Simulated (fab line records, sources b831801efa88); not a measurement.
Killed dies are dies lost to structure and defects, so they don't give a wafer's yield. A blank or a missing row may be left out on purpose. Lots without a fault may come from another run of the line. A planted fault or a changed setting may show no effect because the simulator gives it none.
fab line records | flow sky130
record lots=24 wafers=72 last_day=50
route steps=708 shown VIA3@575 METAL4@631 METAL5@677 PASSIVATION@681 PAD_OPEN@702
lots that met no fault: from a run of the same line without faults
start_h: hours from the record's first day to the start of the lot's first wafer shown | wait_h: hours since the lot's step before | " the same as in the row above | L1.1+2: a row that stands for several wafers | - no value, or no start given | * or withheld: withheld | < > ~ a bound
route shown NAME@n: a module of which the file shows steps, and the number in the route of the first | usual: mean/standard deviation of fault-free wafers | same: alike in all rows | chamber/n: place in a boat | sites: the reading at each site | _std_site: their standard deviation | _edge_site: outer sites' mean less inner sites' | radius_mm: how far each site lies from the wafer's centre | mask NAME#n: copy n | behind: the tool/chamber that last shaped the wafer | hold: why the lot was held/for how many hours/how that ended | device: the transistor (n, p or np) that didn't switch | end of line: the same wafers' tests at the end of the route | a step without rows: its recipe alone | killed: dies lost to structure and defects at the first sort, not the wafer's yield | map: a wafer's dies, x killed, . not, _ none there
set.NAME: the setting as run; set.NAME@STEP: as run at that earlier step | model.NAME: the simulator's own value behind a step, which no gauge read
steps of the route over a sample of lots; a table a step, a row a wafer
services: from which hour (start_h, from the record's first day; less than 0 if before it) a tool's chamber was out of use, for how many hours, and why
## steps
# step SKY_VIA3_CMP_02
# recipe material=SiO2 down_force_psi=4 platen_rpm=60 pad_velocity_m_s=0.94248
# usual motor_current_A=12.6/1.2 slurry_flow_ml_min=150.0/0.5
# columns lot.wafer tool chamber start_h wait_h motor_current_A slurry_flow_ml_min
L074.4 cmp-01 3 896.80 0.1 14.4 149.8
L074.3 " 0 " " 10.2 149.7
L074.5 " 2 " " 13.6 149.8
L075.4 cmp-02 3 913.96 0.0 13.0 149.9
L075.6 " 3 " " 12.9 150.6
L075.5 " 0 " " 13.1 150.4
L076.3 cmp-02 1 914.99 0.1 12.6 149.1
L076.1 " 3 " " 12.8 150.5
L076.5 " 2 " " 11.1 150.2
L077.3 cmp-01 3 930.11 0.1 14.1 149.8
L077.6 " 1 " " 12.4 150.3
L077.5 " 2 " " 13.7 150.1
L078.4 cmp-01 0 930.77 0.0 11.0 149.9
L078.1 " 3 " " 13.7 149.9
L078.5 " 0 " " 10.5 149.3
L079.3 cmp-01 2 946.01 0.1 14.6 150.1
L079.1 " 3 " " 14.8 149.8
L079.5 " 2 " " 13.2 150.3
L080.2 cmp-02 2 947.98 0.0 11.0 149.9
L080.3 " 1 " " 12.3 150.3
L080.6 " 3 " " 12.9 149.6
L081.4 cmp-01 3 954.08 0.0 14.3 150.0
L081.2 " 0 " " 10.6 150.6
L081.1 " 1 " " 12.2 150.0
L083.4 cmp-02 3 972.93 0.2 13.3 149.9
L083.2 " 0 " " 12.9 149.4
L083.6 " 3 " " 12.7 149.5
L082.1 cmp-02 1 974.94 0.1 12.4 149.6
L082.3 " 3 " " 13.4 150.4
L082.6 " 1 " " 12.7 150.0
L084.1 cmp-02 3 983.58 0.1 12.6 150.1
L084.5 " 3 " " 12.5 149.7
L084.6 " 0 " " 14.0 149.6
L085.1 cmp-02 3 984.28 0.1 12.7 150.7
L085.5 " 3 " " 12.7 150.8
L085.6 " 0 " " 14.0 150.2
L086.2 cmp-02 3 990.28 0.1 12.2 149.8
L086.1 " 0 " " 14.5 149.9
L086.5 " 2 " " 12.0 150.1
L087.2 cmp-01 0 995.39 0.0 10.3 149.4
L087.3 " 2 " " 13.5 150.4
L087.5 " 0 " " 11.0 149.8
L088.4 cmp-02 1 1002.98 0.0 12.8 150.5
L088.1 " 2 " " 10.7 150.3
L088.2 " 0 " " 13.4 150.6
L089.2 cmp-01 0 1011.82 0.0 10.9 149.9
L089.4 " 2 " " 14.2 150.5
L089.5 " 0 " " 10.7 149.6
L090.4 cmp-02 2 1018.38 0.1 11.2 150.5
L090.1 " 3 " " 12.8 149.4
L090.6 " 2 " " 11.4 150.4
L092.1 cmp-01 1 1022.27 0.1 12.9 150.2
L092.5 " 1 " " 12.9 150.7
L092.6 " 2 " " 14.1 149.7
L091.2 cmp-01 2 1025.22 0.0 14.1 150.6
L091.1 " 0 " " 10.8 149.4
L091.3 " 1 " " 12.4 150.1
L093.2 cmp-02 1 1034.33 0.0 13.2 150.7
L093.1 " 2 " " 11.6 150.1
L093.5 " 2 " " 11.6 149.7
L094.3 cmp-01 3 1038.86 0.0 15.0 149.9
L094.1 " 0 " " 10.1 150.2
L094.4 " 2 " " 13.7 150.4
L095.2 cmp-02 2 1044.22 0.0 11.0 149.5
L095.3 " 3 " " 12.4 149.8
L095.5 " 2 " " 10.7 150.0
L096.2 cmp-02 3 1053.76 0.0 12.9 149.4
L096.3 " 2 " " 11.1 150.2
L096.5 " 3 " " 12.7 149.4
L097.1 cmp-02 0 1060.82 0.2 14.2 149.8
L097.6 " 1 " " 12.2 149.8
L097.5 " 2 " " 11.2 149.3
# step SKY_METAL4_DESCUM_15
# recipe chemistry=O2 source_power_w=150 bias_power_w=0 pressure_mtorr=10 temp_c=40 time_s=8
# usual drypump_motor_current_A=5.7/0.59 oes_product_au=0.996/0.011 temp_c=40.03/0.11
# columns lot.wafer tool chamber start_h wait_h drypump_motor_current_A oes_product_au rf_hours_counter_h temp_c
L074.3 rie_metal-03 1 974.48 0.0 6.5 1.013 - 39.86
L074.4 " 0 " " 5.4 1.012 - 40.05
L074.5 " 0 " " 5.4 0.998 - 40.01
L075.4 rie_metal-02 0 988.47 0.0 6.3 0.988 - 39.92
L075.5 " 1 " " 5.0 0.991 - 40.08
L075.6 " 0 " " 6.3 0.994 - 40.02
L076.1 rie_metal-04 1 990.21 0.0 5.2 0.996 6 40.13
L076.3 " 1 " " 5.2 1.004 - 39.94
L076.5 " 1 " " 5.2 0.994 - 40.08
L077.3 rie_metal-04 1 1004.93 0.0 5.2 1.008 - 40.01
L077.5 " 1 " " 5.2 1.007 - 40.12
L077.6 " 0 " " 5.6 1.008 - 39.90
L078.1 rie_metal-02 0 1006.52 0.0 6.3 0.969 6 40.07
L078.4 " 1 " " 5.0 0.988 - 40.19
L078.5 " 1 " " 5.0 0.987 - 40.23
L079.1 rie_metal-03 0 1019.32 0.0 5.4 1.001 14 40.26
L079.3 " 1 " " 6.5 1.007 - 39.96
L079.5 " 0 " " 5.4 1.006 - 40.00
L080.2 rie_metal-03 1 1020.77 0.0 6.5 1.011 8 39.99
L080.3 " 1 " " 6.5 1.014 - 40.00
L080.6 " 0 " " 5.4 1.009 - 40.10
L081.1 rie_metal-03 0 1027.27 0.0 5.4 1.000 15 40.00
L081.2 " 1 " " 6.5 1.006 9 40.07
L081.4 " 1 " " 6.5 1.003 - 40.15
L083.2 rie_metal-03 1 1046.11 0.0 6.5 1.000 10 39.99
L083.4 " 1 " " 6.5 1.004 - 40.11
L083.6 " 1 " " 6.5 1.001 - 39.98
L082.1 rie_metal-03 1 1047.02 0.0 6.5 1.006 10 39.99
L082.3 " 1 " " 6.5 1.010 - 40.01
L082.6 " 0 " " 5.4 0.997 - 40.15
L084.1 rie_metal-02 1 1054.67 0.0 5.0 0.985 11 40.08
L084.5 " 1 " " 5.0 0.978 - 40.16
L084.6 " 0 " " 6.3 0.978 - 39.97
L085.1 rie_metal-03 1 1054.77 0.0 6.5 1.008 10 39.96
L085.5 " 1 " " 6.5 1.007 - 39.92
L085.6 " 0 " " 5.4 1.009 - 40.09
L086.1 rie_metal-03 1 1060.12 0.0 6.5 1.002 11 40.07
L086.2 " 0 " " 5.4 0.985 16 40.00
L086.5 " 0 " " 5.4 1.004 - 39.89
L087.2 rie_metal-03 1 1064.97 0.0 6.5 1.007 11 40.06
L087.3 " 0 " " 5.4 0.995 - 39.99
L087.5 " 1 " " 6.5 1.008 - 40.04
L088.1 rie_metal-04 1 1071.96 0.0 5.2 0.996 12 40.03
L088.2 " 0 " " 5.6 1.003 9 40.13
L088.4 " 0 " " 5.6 1.011 - 40.09
L089.2 rie_metal-04 0 1079.97 0.0 5.6 0.993 9 39.97
L089.4 " 1 " " 5.2 0.998 - 40.06
L089.5 " 1 " " 5.2 0.999 - 40.20
L090.1 rie_metal-03 0 1086.12 0.0 5.4 1.006 18 40.32
L090.4 " 1 " " 6.5 1.008 - 39.98
L090.6 " 1 " " 6.5 1.008 - 40.06
L092.1 rie_metal-04 1 1089.72 0.0 5.2 0.994 13 40.12
L092.5 " 1 " " 5.2 1.004 - 39.92
L092.6 " 0 " " 5.6 1.001 - 40.15
L091.1 rie_metal-02 0 1092.82 0.0 6.3 0.986 11 40.14
L091.2 " 1 " " 5.0 0.983 14 39.95
L091.3 " 0 " " 6.3 0.983 - 40.04
L093.1 rie_metal-02 0 1100.62 0.0 6.3 0.981 12 39.97
L093.2 " 1 " " 5.0 0.976 15 40.07
L093.5 " 1 " " 5.0 0.977 - 39.92
L094.1 rie_metal-02 1 1105.36 0.0 5.0 0.988 15 40.07
L094.3 " 1 " " 5.0 0.989 - 40.07
L094.4 " 0 " " 6.3 0.989 - 40.00
L095.2 rie_metal-02 0 1108.91 0.0 6.3 0.979 12 39.82
L095.3 " 1 " " 5.0 0.981 - 40.05
L095.5 " 0 " " 6.3 0.989 - 40.03
L096.2 rie_metal-02 1 1118.82 0.0 5.0 0.989 16 40.07
L096.3 " 0 " " 6.3 0.977 - 39.99
L096.5 " 1 " " 5.0 0.978 - 40.01
L097.1 rie_metal-02 0 1124.62 0.0 6.3 0.986 14 40.18
L097.5 " 1 " " 5.0 0.991 - 40.06
L097.6 " 0 " " 6.3 0.982 - 39.85
# step SKY_METAL5_STRIP_16
# recipe chemistry=O2/N2 power_w=1400 pressure_mtorr=1500 platen_temp_c=withheld o2_flow_sccm=3000 n2_flow_sccm=300 overash_fraction=0.5
# usual drypump_motor_current_A=5.4/0.48 oes_product_au=0.710/0.005 strip_time_to_endpoint_s=13.03/0.16
# columns lot.wafer tool chamber start_h wait_h drypump_motor_current_A oes_product_au rf_hours_counter_h strip_time_to_endpoint_s
L074.3 plasma_asher-01 0 1024.02 0.1 5.4 0.714 - 13.06
L074.4 " 1 " " 5.0 0.710 - 13.05
L074.5 " 1 " " 5.0 0.713 - 13.04
L075.4 plasma_asher-03 0 1037.12 0.1 5.0 0.714 - 13.14
L075.5 " 0 " " 5.0 0.715 - 13.22
L075.6 " 1 " " 5.5 0.711 - 12.79
L076.1 plasma_asher-01 1 1038.52 0.2 5.0 0.719 122 13.08
L076.3 " 0 " " 5.4 0.711 - 12.97
L076.5 " 1 " " 5.0 0.701 - 13.18
L077.3 plasma_asher-01 0 1053.43 0.1 5.4 0.710 - 13.01
L077.5 " 1 " " 5.0 0.701 - 12.92
L077.6 " 0 " " 5.4 0.707 - 13.01
L078.1 plasma_asher-03 1 1053.67 0.2 5.5 0.708 59 12.96
L078.4 " 0 " " 5.1 0.720 - 12.84
L078.5 " 1 " " 5.5 0.709 - 13.17
L079.1 plasma_asher-03 0 1066.35 0.2 5.1 0.711 60 13.08
L079.3 " 1 " " 5.6 0.703 - 13.21
L079.5 " 1 " " 5.5 0.723 - 13.09
L080.2 plasma_asher-02 1 1067.42 0.2 6.7 0.707 33 12.86
L080.3 " 1 " " 6.7 0.710 - 12.97
L080.6 " 1 " " 6.7 0.719 - 12.85
L081.1 plasma_asher-01 0 1073.92 0.2 5.4 0.705 1 13.03
L081.2 " 1 " " 5.0 0.716 1 13.06
L081.4 " 0 " " 5.4 0.716 - 13.14
L083.2 plasma_asher-01 1 1091.14 0.2 5.0 0.711 2 13.25
L083.4 " 0 " " 5.4 0.711 - 13.31
L083.6 " 1 " " 5.0 0.709 - 12.80
L082.1 plasma_asher-01 0 1092.20 0.2 5.4 0.711 3 13.16
L082.3 " 1 " " 5.0 0.713 - 13.21
L082.6 " 1 " " 5.0 0.714 - 13.22
L084.1 plasma_asher-01 1 1100.05 0.2 5.0 0.717 3 12.94
L084.5 " 1 " " 5.0 0.716 - 12.84
L084.6 " 0 " " 5.4 0.714 - 12.99
L085.1 plasma_asher-02 0 1100.17 0.2 5.5 0.718 36 13.30
L085.5 " 0 " " 5.5 0.701 - 13.29
L085.6 " 1 " " 6.7 0.705 - 12.89
L086.1 plasma_asher-03 0 1103.35 0.2 5.0 0.706 64 13.08
L086.2 " 1 " " 5.5 0.707 64 13.10
L086.5 " 1 " " 5.5 0.710 - 13.23
L087.2 plasma_asher-02 1 1108.95 0.2 6.7 0.709 37 12.90
L087.3 " 1 " " 6.7 0.713 - 12.76
L087.5 " 0 " " 5.5 0.710 - 12.84
L088.1 plasma_asher-02 1 1116.87 0.2 6.7 0.708 38 12.87
L088.2 " 0 " " 5.5 0.715 38 12.93
L088.4 " 0 " " 5.5 0.717 - 13.00
L089.2 plasma_asher-03 1 1123.27 0.2 5.5 0.716 66 13.15
L089.4 " 1 " " 5.5 0.708 - 13.11
L089.5 " 1 " " 5.5 0.711 - 13.11
L090.1 plasma_asher-02 0 1128.54 0.2 5.5 0.707 39 13.07
L090.4 " 0 " " 5.5 0.706 - 13.00
L090.6 " 1 " " 6.7 0.714 - 12.96
L092.1 plasma_asher-03 0 1132.75 0.2 5.1 0.710 66 13.38
L092.5 " 0 " " 5.1 0.702 - 13.45
L092.6 " 1 " " 5.6 0.707 - 12.82
L091.1 plasma_asher-03 1 1136.05 0.2 5.5 0.708 67 13.05
L091.2 " 0 " " 5.1 0.700 67 13.08
L091.3 " 1 " " 5.5 0.712 - 13.05
L093.1 plasma_asher-01 1 1142.35 0.2 5.0 0.706 7 13.12
L093.2 " 0 " " 5.4 0.710 7 13.14
L093.5 " 0 " " 5.4 0.714 - 13.22
L094.1 plasma_asher-01 1 1147.35 0.2 5.0 0.714 8 12.93
L094.3 " 1 " " 5.0 0.710 - 12.89
L094.4 " 0 " " 5.4 0.703 - 12.91
L095.2 plasma_asher-01 0 1149.52 0.2 5.4 0.715 8 12.81
L095.3 " 1 " " 5.0 0.710 - 13.28
L095.5 " 1 " " 5.0 0.714 - 12.83
L096.2 plasma_asher-01 1 1159.55 0.2 5.0 0.715 9 12.67
L096.3 " 1 " " 5.0 0.711 - 12.81
L096.5 " 0 " " 5.4 0.708 - 12.69
L097.1 plasma_asher-01 0 1164.59 0.2 5.4 0.705 10 12.85
L097.5 " 0 " " 5.4 0.701 - 13.13
L097.6 " 1 " " 5.0 0.706 - 12.85
# step SKY_PASSIVATION_CVD_00
# recipe material=SiO2 target_thk_nm=90 temp_c=400 time_s=withheld rf_w=600
# usual heater_power_w=645/91
# columns lot.wafer tool chamber start_h wait_h heater_power_w
L074.3 pecvd-02 1 1024.61 0.0 658
L074.4 " 0 " " 563
L074.5 " 2 " " 722
L075.4 pecvd-01 2 1037.69 0.0 602
L075.5 " 1 " " 669
L075.6 " 0 " " 675
L076.1 pecvd-02 0 1039.16 0.0 531
L076.3 " 1 " " 663
L076.5 " 1 " " 674
L077.3 pecvd-04 0 1054.00 0.0 495
L077.5 " 0 " " 504
L077.6 " 2 " " 635
L078.1 pecvd-02 0 1054.31 0.0 565
L078.4 " 0 " " 568
L078.5 " 2 " " 746
L079.1 pecvd-01 0 1066.94 0.0 638
L079.3 " 1 " " 832
L079.5 " 1 " " 840
L080.2 pecvd-01 0 1068.02 0.0 705
L080.3 " 1 " " 723
L080.6 " 0 " " 729
L081.1 pecvd-04 0 1074.52 0.0 544
L081.2 " 1 " " 609
L081.4 " 1 " " 614
L083.2 pecvd-04 2 1091.80 0.0 697
L083.4 " 1 " " 503
L083.6 " 0 " " 486
L082.1 pecvd-01 1 1092.87 0.0 758
L082.3 " 2 " " 670
L082.6 " 1 " " 761
L084.1 pecvd-04 0 1100.69 0.0 525
L084.5 " 0 " " 519
L084.6 " 1 " " 600
L085.1 pecvd-02 2 1100.77 0.0 668
L085.5 " 0 " " 530
L085.6 " 2 " " 674
L086.1 pecvd-02 2 1103.95 0.0 716
L086.2 " 0 " " 569
L086.5 " 2 " " 725
L087.2 pecvd-01 0 1109.54 0.0 768
L087.3 " 1 " " 798
L087.5 " 2 " " 681
L088.1 pecvd-02 2 1117.52 0.0 629
L088.2 " 0 " " 478
L088.4 " 1 " " 731
L089.2 pecvd-02 2 1123.87 0.0 645
L089.4 " 2 " " 635
L089.5 " 1 " " 668
L090.1 pecvd-04 0 1129.13 0.0 490
L090.4 " 0 " " 486
L090.6 " 1 " " 610
L092.1 pecvd-04 2 1133.34 0.0 674
L092.5 " 2 " " 657
L092.6 " 0 " " 492
L091.1 pecvd-02 2 1136.65 0.0 691
L091.2 " 0 " " 480
L091.3 " 1 " " 656
L093.1 pecvd-01 2 1143.13 0.0 671
L093.2 " 0 " " 683
L093.5 " 2 " " 676
L094.1 pecvd-04 1 1147.94 0.0 573
L094.3 " 0 " " 507
L094.4 " 0 " " 523
L095.2 pecvd-04 2 1150.12 0.0 758
L095.3 " 1 " " 578
L095.5 " 0 " " 513
L096.2 pecvd-01 1 1160.19 0.0 733
L096.3 " 0 " " 617
L096.5 " 1 " " 755
L097.1 pecvd-01 2 1165.22 0.0 680
L097.5 " 1 " " 801
L097.6 " 0 " " 753
# step SKY_PASSIVATION_THK_MEAS_01
# recipe reads=SiO2_of_PASSIVATION_CVD_00
# usual PASSIVATION_CVD_00_THK=90.2/1.2
# columns lot.wafer tool chamber start_h wait_h PASSIVATION_CVD_00_THK[nm]
L074.3 film_metro-01 - 1024.66 - 88.0
L074.4 " - " " 90.4
L074.5 " - " " 91.2
L075.4 film_metro-03 - 1037.73 - 92.3
L075.5 " - " " 92.2
L075.6 " - " " 92.8
L076.1 film_metro-01 - 1039.18 - 88.9
L076.3 " - " " 88.3
L076.5 " - " " 88.3
L077.3 film_metro-02 - 1054.04 - 90.2
L077.5 " - " " 90.5
L077.6 " - " " 90.0
L078.1 film_metro-02 - 1054.33 - 90.3
L078.4 " - " " 90.8
L078.5 " - " " 91.7
L079.1 film_metro-03 - 1066.96 - 90.9
L079.3 " - " " 90.1
L079.5 " - " " 91.0
L080.2 film_metro-02 - 1068.05 - 91.3
L080.3 " - " " 89.4
L080.6 " - " " 91.5
L081.1 film_metro-01 - 1074.55 - 88.7
L081.2 " - " " 88.6
L081.4 " - " " 90.5
L083.2 film_metro-02 - 1091.83 - 88.6
L083.4 " - " " 90.3
L083.6 " - " " 90.2
L082.1 film_metro-01 - 1092.89 - 88.7
L082.3 " - " " 90.4
L082.6 " - " " 90.4
L084.1 film_metro-03 - 1100.71 - 89.2
L084.5 " - " " 90.5
L084.6 " - " " 91.1
L085.1 film_metro-01 - 1100.79 - 91.2
L085.5 " - " " 92.2
L085.6 " - " " 91.9
L086.1 film_metro-01 - 1103.98 - 90.1
L086.2 " - " " 90.4
L086.5 " - " " 90.7
L087.2 film_metro-01 - 1109.57 - 88.6
L087.3 " - " " 89.3
L087.5 " - " " 91.4
L088.1 film_metro-03 - 1117.54 - 89.4
L088.2 " - " " 89.6
L088.4 " - " " 90.3
L089.2 film_metro-03 - 1123.90 - 89.8
L089.4 " - " " 90.7
L089.5 " - " " 90.3
L090.1 film_metro-01 - 1129.15 - 89.7
L090.4 " - " " 91.8
L090.6 " - " " 91.3
L092.1 film_metro-03 - 1133.36 - 87.8
L092.5 " - " " 89.7
L092.6 " - " " 91.4
L091.1 film_metro-03 - 1136.67 - 90.0
L091.2 " - " " 91.4
L091.3 " - " " 89.4
L093.1 film_metro-01 - 1143.15 - 89.9
L093.2 " - " " 90.2
L093.5 " - " " 91.9
L094.1 film_metro-02 - 1147.96 - 89.2
L094.3 " - " " 89.9
L094.4 " - " " 90.3
L095.2 film_metro-03 - 1150.15 - 88.5
L095.3 " - " " 89.7
L095.5 " - " " 89.3
L096.2 film_metro-02 - 1160.22 - 89.2
L096.3 " - " " 90.7
L096.5 " - " " 90.5
L097.1 film_metro-03 - 1165.24 - 90.6
L097.5 " - " " 91.5
L097.6 " - " " 91.7
# step SKY_PAD_OPEN_STRIP_08
# recipe chemistry=O2/N2 power_w=1400 pressure_mtorr=1500 platen_temp_c=withheld overash_fraction=0.7 o2_flow_sccm=3000 n2_flow_sccm=300
# usual drypump_motor_current_A=5.8/0.62 oes_product_au=0.664/0.0044 strip_time_to_endpoint_s=37.08/0.11
# columns lot.wafer tool chamber start_h wait_h drypump_motor_current_A oes_product_au rf_hours_counter_h strip_time_to_endpoint_s
L074.3 plasma_asher-04 1 1069.36 0.1 6.1 0.661 - 37.05
L074.4 " 0 " " 6.7 0.667 - 37.00
L074.5 " 1 " " 6.1 0.663 - 37.09
L075.4 plasma_asher-04 1 1080.31 0.1 6.1 0.663 - 36.98
L075.5 " 1 " " 6.1 0.674 - 37.05
L075.6 " 0 " " 6.7 0.670 - 36.97
L076.1 plasma_asher-01 1 1082.57 0.1 5.0 0.664 2 37.07
L076.3 " 1 " " 5.0 0.657 - 37.10
L076.5 " 1 " " 5.0 0.663 - 37.20
L077.3 plasma_asher-03 0 1096.66 0.1 5.1 0.660 - 36.94
L077.5 " 1 " " 5.5 0.661 - 37.09
L077.6 " 0 " " 5.0 0.666 - 36.94
L078.1 plasma_asher-04 1 1097.27 0.1 6.1 0.666 97 37.00
L078.4 " 1 " " 6.1 0.667 - 36.98
L078.5 " 1 " " 6.1 0.663 - 36.97
L079.1 plasma_asher-03 0 1108.22 0.1 5.1 0.672 64 37.03
L079.3 " 0 " " 5.0 0.660 - 37.03
L079.5 " 1 " " 5.5 0.664 - 37.08
L080.2 plasma_asher-04 0 1109.21 0.1 6.7 0.666 98 36.97
L080.3 " 1 " " 6.1 0.660 - 37.06
L080.6 " 1 " " 6.1 0.656 - 37.07
L081.1 plasma_asher-03 1 1115.06 0.1 5.5 0.662 65 37.01
L081.2 " 0 " " 5.1 0.668 65 37.15
L081.4 " 1 " " 5.5 0.670 - 36.98
L083.2 plasma_asher-03 1 1131.61 0.1 5.5 0.677 66 36.86
L083.4 " 0 " " 5.1 0.665 - 36.98
L083.6 " 1 " " 5.5 0.666 - 36.89
L082.1 plasma_asher-04 1 1132.76 0.1 6.1 0.665 100 36.87
L082.3 " 0 " " 6.7 0.671 - 36.95
L082.6 " 1 " " 6.0 0.657 - 36.97
L084.1 plasma_asher-03 0 1140.36 0.1 5.0 0.658 67 37.12
L084.5 " 1 " " 5.5 0.663 - 37.06
L084.6 " 0 " " 5.1 0.659 - 37.11
L085.1 plasma_asher-04 0 1140.37 0.1 6.7 0.664 101 37.13
L085.5 " 0 " " 6.7 0.658 - 37.19
L085.6 " 1 " " 6.0 0.660 - 37.07
L086.1 plasma_asher-04 0 1142.67 0.1 6.6 0.659 102 37.24
L086.2 " 1 " " 6.1 0.667 102 37.15
L086.5 " 0 " " 6.7 0.663 - 37.14
L087.2 plasma_asher-03 1 1147.56 0.1 5.5 0.663 68 37.10
L087.3 " 1 " " 5.5 0.668 - 37.23
L087.5 " 1 " " 5.5 0.661 - 37.20
L088.1 plasma_asher-04 0 1155.62 0.1 6.6 0.662 103 37.30
L088.2 " 1 " " 6.1 0.662 103 37.11
L088.4 " 1 " " 6.1 0.663 - 37.25
L089.2 plasma_asher-04 1 1161.02 0.1 6.1 0.665 103 37.10
L089.4 " 1 " " 6.1 0.666 - 37.06
L089.5 " 1 " " 6.1 0.669 - 37.04
L090.1 plasma_asher-01 1 1166.27 0.1 5.0 0.662 10 37.24
L090.4 " 1 " " 5.0 0.660 - 37.24
L090.6 " 1 " " 5.0 0.659 - 37.08
L092.1 plasma_asher-01 0 1168.42 0.1 5.4 0.662 10 37.33
L092.5 " 1 " " 5.0 0.663 - 37.38
L092.6 " 0 " " 5.4 0.667 - 37.24
L091.1 plasma_asher-04 1 1171.61 0.1 6.1 0.663 104 36.93
L091.2 " 0 " " 6.7 0.661 104 36.98
L091.3 " 1 " " 6.2 0.665 - 37.06
L093.1 plasma_asher-04 1 1177.97 0.1 6.1 0.667 105 37.01
L093.2 " 0 " " 6.6 0.662 105 37.04
L093.5 " 0 " " 6.7 0.664 - 36.93
L094.1 plasma_asher-01 1 1181.87 0.1 5.0 0.666 11 37.20
L094.3 " 0 " " 5.4 0.668 - 37.18
L094.4 " 1 " " 5.0 0.669 - 37.14
L095.2 plasma_asher-03 1 1184.11 0.1 5.5 0.654 71 37.01
L095.3 " 0 " " 5.0 0.660 - 37.04
L095.5 " 0 " " 5.1 0.658 - 36.99
L096.2 plasma_asher-04 1 1193.26 0.1 6.1 0.660 107 37.35
L096.3 " 0 " " 6.6 0.660 - 37.19
L096.5 " 1 " " 6.1 0.659 - 37.22
L097.1 plasma_asher-03 1 1197.16 0.1 5.5 0.661 73 37.04
L097.5 " 1 " " 5.5 0.663 - 37.00
L097.6 " 0 " " 5.1 0.658 - 37.09
## services
# columns tool chamber start_h hours kind
cmp-02 - 895.95 0.8 repair
plasma_asher-03 - 902.45 6.4 repair
plasma_asher-01 - 906.77 7.5 repair
cmp-01 - 912.00 4.0 pm
pecvd-01 2 922.46 3.9 repair
plasma_asher-01 - 939.32 2.8 pm
rie_metal-02 - 949.20 0.2 repair
rie_metal-02 0 963.72 2.1 repair
cmp-01 - 970.18 12.8 pm
plasma_asher-01 - 984.38 5.7 repair
cmp-01 - 1017.31 0.5 repair
cmp-01 - 1017.54 1.0 repair
cmp-01 - 1028.60 0.4 repair
cmp-02 - 1035.80 4.5 pm
pecvd-02 - 1050.50 1.0 repair
plasma_asher-01 - 1055.25 9.0 pm
cmp-02 - 1091.89 4.0 pm
cmp-01 - 1124.80 1.2 repair
cmp-02 - 1142.42 1.7 repair
cmp-01 - 1152.77 8.0 repair
plasma_asher-03 - 1163.56 3.6 repair
cmp-01 - 1164.25 10.4 pm
cmp-02 - 1174.90 3.6 pm
rie_metal-03 - 1180.98 0.5 repair
## key
fault none
